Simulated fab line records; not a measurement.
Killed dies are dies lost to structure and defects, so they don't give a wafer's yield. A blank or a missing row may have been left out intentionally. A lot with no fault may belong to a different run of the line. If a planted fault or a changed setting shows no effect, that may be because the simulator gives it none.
A struck lot beside a sound one / flow gf180mcu / 14 out of 602 route steps
Sound: wafers L150.1, L150.2, L150.6. Wafers struck: L166.3, L166.5, L166.6. Last of all comes the cause.
At each step with rows: each side's tool, then ch and its chambers, then its first start. Under that, the readings that differ: sound wafers / struck wafers / difference of the means / sigmas: that difference in standard deviations of wafers without a fault.
alike: a reading whose means differ by less than 2 such deviations, as well as words and numbers matching on both sides. not compared: withheld readings; readings where some wafer has no value; bounds like >300 that might hide an equal value; numbers whose values overlap and for which the record gives no deviation.
Wherever a step has rows on one side only, a row that says differs or no value, or a row with sigmas, the two part there. Numbers that don't overlap but have no deviation are shown without sigmas and don't part them. Lack of a reading on every wafer of one side parts them only where that side has two or more wafers.

first, 3 steps without rows for these wafers: GF_CONTACT_CLEAN_19 (cleans in SPM); GF_CONTACT_CLEAN_20 (cleans in DIW); GF_CONTACT_CLEAN_21 (cleans in dHF, time 20 s).
GF_CONTACT_SPUTTER_22: material Ti, target thk 15 nm, time 80.02 s.
  sound: pvdSputter-02 at day 17 03:32; struck: pvdSputter-01 at day 22 22:41
  alike: cathodeDcPowerW, chamberPressurePa, throttleValvePct
then, 2 steps without rows for these wafers: GF_CONTACT_SPUTTER_23 (material TiN, target thk 10 nm, time 40 s); GF_CONTACT_CVD_24 (deposits W, target thk 300 nm, time 90.339 s).
GF_CONTACT_RS_MEAS_25: the measuring method here is four-point-probe.
  sound: filmMetro-01 at day 17 03:44; struck: filmMetro-02 at day 22 22:55
  alike: CONTACT_W_RS
GF_CONTACT_THK_MEAS_26: measures by xrf.
  sound: filmMetro-01 at day 17 03:52; struck: filmMetro-02 at day 22 23:01
  alike: CONTACT_W_THK
GF_CONTACT_CMP_27: polishes, stops on SiO2, t overpolish 15 s, target thk 0 nm.
  sound on cmp-01 ch 1,2,3, day 17 04:01; struck on cmp-01 ch 1,2,3, day 22 23:10
  alike: motorCurrentA, overpolishRunS, slurryFilterDpKPa, slurryFlowMlMin, timeToEndpointS
GF_M1_SPUTTER_00: material Ti, target thk 37.5 nm, time 150 s.
  sound: pvdSputter-04 at day 17 04:13; struck: pvdSputter-03 at day 22 23:22
  alike: cathodeDcPowerW, chamberPressurePa, throttleValvePct
GF_M1_SPUTTER_01: material TiN, target thk 30 nm, time 25 s.
  sound: pvdSputter-04 at day 17 04:19; struck: pvdSputter-03 at day 22 23:28
  alike: cathodeDcPowerW, chamberPressurePa, throttleValvePct
GF_M1_SPUTTER_02: material AlCu, target thk 450 nm, time 23.9 s.
  sound: pvdSputter-04 at day 17 04:21; struck: pvdSputter-03 at day 22 23:29
  alike: cathodeDcPowerW, chamberPressurePa, throttleValvePct
GF_M1_SPUTTER_03: material Ti, target thk 10 nm, time 6.7 s.
  sound: pvdSputter-04 at day 17 04:23; struck: pvdSputter-03 at day 22 23:31
  no value came back on the struck wafers for cathodeDcPowerW (W), chamberPressurePa (Pa), throttleValvePct (%); on the sound wafers cathodeDcPowerW (W) reads 2999.5 2999.9 3000.3
then, 1 step without rows for these wafers: GF_M1_SPUTTER_04 (material TiN, target thk 50 nm, time 41.7 s).

== WHERE THEY PART ==
At GF_M1_SPUTTER_03 and nowhere else, as far as this record goes.

WHY: the cause the simulator had injected
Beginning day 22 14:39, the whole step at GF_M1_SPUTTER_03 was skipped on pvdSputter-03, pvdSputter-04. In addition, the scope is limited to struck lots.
